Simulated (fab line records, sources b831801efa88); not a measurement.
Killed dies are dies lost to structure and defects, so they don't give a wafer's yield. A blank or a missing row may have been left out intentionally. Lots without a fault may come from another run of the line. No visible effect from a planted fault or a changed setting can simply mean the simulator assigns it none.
Split-lot experiment || flow sfq line || on a route of 325 steps: 5 lots, 13 wafers read

SPLIT DETAILS
At SFQ_TRILAYER_M6_LITHO_COAT_164 (resist thk 62 nm), the setting spin rpm was moved away from the recipe's 3000 rpm on 4 of the 13 wafers read, by +2.1% to +5.4%. This setting was run at the recipe's value on the other wafers.

FROM THE SPLIT TO THE READING: what the file shows between them, 3 steps
- SFQ_TRILAYER_M6_LITHO_COAT_159: resist thk 600 nm
- SFQ_TRILAYER_M6_LITHO_SOFTBAKE_163
- SFQ_TRILAYER_M6_LITHO_DEVELOP_161: time 60 s

THE READING
etch.depth nm (the simulator's own value, which no gauge read), in nm, at SFQ_TRILAYER_M6_BARC_OPEN_METAL_ETCH_206 (etches BARC in O2, target depth 125 nm, time 41.7 s). No usual value for it is given in the file. Average 62.05 nm, standard deviation 0.11 nm, over the 9 wafers here run with the recipe.

{"wafer": "L075.2", "tool, chamber at the split": "litho track-03, 0", "spin rpm as run, rpm": 3162, "against the recipe": "+5.4%", "etch.depth nm, nm": 60.55, "against lot-mates on the recipe": -1.55}
{"wafer": "L075.6", "tool, chamber at the split": "litho track-03, 0", "spin rpm as run, rpm": 3000, "against the recipe": "recipe", "etch.depth nm, nm": 62.1, "against lot-mates on the recipe": "-"}
{"wafer": "L076.1", "tool, chamber at the split": "litho track-01, 0", "spin rpm as run, rpm": 3064, "against the recipe": "+2.1%", "etch.depth nm, nm": 61.46, "against lot-mates on the recipe": -0.66}
{"wafer": "L076.2", "tool, chamber at the split": "litho track-01, 0", "spin rpm as run, rpm": 3000, "against the recipe": "recipe", "etch.depth nm, nm": 62.09, "against lot-mates on the recipe": "-"}
{"wafer": "L076.3", "tool, chamber at the split": "litho track-01, 0", "spin rpm as run, rpm": 3064, "against the recipe": "+2.1%", "etch.depth nm, nm": 61.48, "against lot-mates on the recipe": -0.64}
{"wafer": "L076.4", "tool, chamber at the split": "litho track-01, 0", "spin rpm as run, rpm": 3000, "against the recipe": "recipe", "etch.depth nm, nm": 62.15, "against lot-mates on the recipe": "-"}
{"wafer": "L076.5", "tool, chamber at the split": "litho track-01, 0", "spin rpm as run, rpm": 3064, "against the recipe": "+2.1%", "etch.depth nm, nm": 61.16, "against lot-mates on the recipe": -0.96}
{"wafer": "L080.3", "tool, chamber at the split": "litho track-01, 0", "spin rpm as run, rpm": 3000, "against the recipe": "recipe", "etch.depth nm, nm": 61.9, "against lot-mates on the recipe": "-"}
{"wafer": "L082.4", "tool, chamber at the split": "litho track-04, 0", "spin rpm as run, rpm": 3000, "against the recipe": "recipe", "etch.depth nm, nm": 62.18, "against lot-mates on the recipe": "-"}
{"wafer": "L082.6", "tool, chamber at the split": "litho track-04, 0", "spin rpm as run, rpm": 3000, "against the recipe": "recipe", "etch.depth nm, nm": 62.18, "against lot-mates on the recipe": "-"}
{"wafer": "L085.1", "tool, chamber at the split": "litho track-04, 0", "spin rpm as run, rpm": 3000, "against the recipe": "recipe", "etch.depth nm, nm": 61.96, "against lot-mates on the recipe": "-"}
{"wafer": "L085.2", "tool, chamber at the split": "litho track-04, 0", "spin rpm as run, rpm": 3000, "against the recipe": "recipe", "etch.depth nm, nm": 61.88, "against lot-mates on the recipe": "-"}
{"wafer": "L085.6", "tool, chamber at the split": "litho track-04, 0", "spin rpm as run, rpm": 3000, "against the recipe": "recipe", "etch.depth nm, nm": 62.05, "against lot-mates on the recipe": "-"}

THE FIT
A straight line over all 13 wafers: etch.depth nm changes by -0.289 nm for each +1% of spin rpm; r = -0.97; the points scatter about the line by 0.13 nm.
The same after taking each lot's own level away (the mean of its wafers on the recipe; 13 wafers): -0.303 nm for each +1%; r = -0.98; scatter 0.1 nm.
According to that fit, moving spin rpm by its largest amount changes the reading by 1.6 nm.
From 61.900 to 62.180 nm: that is the span of the lots' own levels, equal to 2.6 times the standard deviation above.
Consequently the slope shifts little with the lot-to-lot level, the two slopes agreeing.
Check: with one of the wafers moved furthest among these (+5.4%) left out of the fit, the line predicts -1.91 nm for it against its lot-mates. Against them it came out at -1.55 nm.

FURTHER SPLITS ON THESE WAFERS
Other splits were also applied to these wafers ahead of the reading. Each is held against what the fit with the lots' levels taken away leaves over:
{"other split on the same wafers": "SFQ_TRILAYER_M4_DEP_SPUTTER_091 power w", "wafers away from the commonest value": 0, "r with etch.depth nm (lot level and that fit taken away)": "-"}
{"other split on the same wafers": "SFQ_TRILAYER_M4_LITHO_COAT_093 resist thk nm", "wafers away from the commonest value": 6, "r with etch.depth nm (lot level and that fit taken away)": "+0.20"}
{"other split on the same wafers": "SFQ_TRILAYER_M4_ETCH_METAL_ETCH_096 time s", "wafers away from the commonest value": 5, "r with etch.depth nm (lot level and that fit taken away)": "+0.05"}
{"other split on the same wafers": "SFQ_TRILAYER_I4_VIA_BARC_OPEN_VIA_ETCH_146 time s", "wafers away from the commonest value": 5, "r with etch.depth nm (lot level and that fit taken away)": -0.44}
{"other split on the same wafers": "SFQ_TRILAYER_JJ_CE_LITHO_COAT_114 spin rpm", "wafers away from the commonest value": 4, "r with etch.depth nm (lot level and that fit taken away)": "+0.02"}
{"other split on the same wafers": "SFQ_TRILAYER_JJ_CE_ETCH_RIE_118 icp w", "wafers away from the commonest value": 5, "r with etch.depth nm (lot level and that fit taken away)": "+0.01"}
{"other split on the same wafers": "SFQ_TRILAYER_R5_LITHO_COAT_141 resist thk nm", "wafers away from the commonest value": 4, "r with etch.depth nm (lot level and that fit taken away)": "+0.51"}
{"other split on the same wafers": "SFQ_TRILAYER_R5_LITHO_COAT_136 resist thk nm", "wafers away from the commonest value": 2, "r with etch.depth nm (lot level and that fit taken away)": "+0.08"}
{"other split on the same wafers": "SFQ_TRILAYER_I5_LITHO_PEB_147 peb time s", "wafers away from the commonest value": 1, "r with etch.depth nm (lot level and that fit taken away)": "+0.32"}
{"other split on the same wafers": "SFQ_TRILAYER_I5_ETCH_VIA_ETCH_147 source w", "wafers away from the commonest value": 2, "r with etch.depth nm (lot level and that fit taken away)": -0.08}

THE WHOLE CHAIN: every reading that the file lists as answering this split, in the file's order
{"step": "SFQ_TRILAYER_M6_LITHO_COAT_164", "what it does": "resist thk 62 nm", "reading": "BARC_of_TRILAYER_M6_LITHO_COAT_164.thk nm (the simulator's own value, which no gauge read)", "change (the file's fit)": "-0.291 nm for each +1% of the setting", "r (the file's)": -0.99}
{"step": "SFQ_TRILAYER_M6_BARC_OPEN_METAL_ETCH_206", "what it does": "etches BARC in O2, target depth 125 nm, time 41.7 s", "reading": "etch.depth nm (the simulator's own value, which no gauge read)", "change (the file's fit)": "-0.305 nm for each +1% of the setting", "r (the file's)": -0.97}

FILE'S OWN FIT
etch.depth nm changes by -0.305 nm for each +1% of spin rpm, r = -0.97.
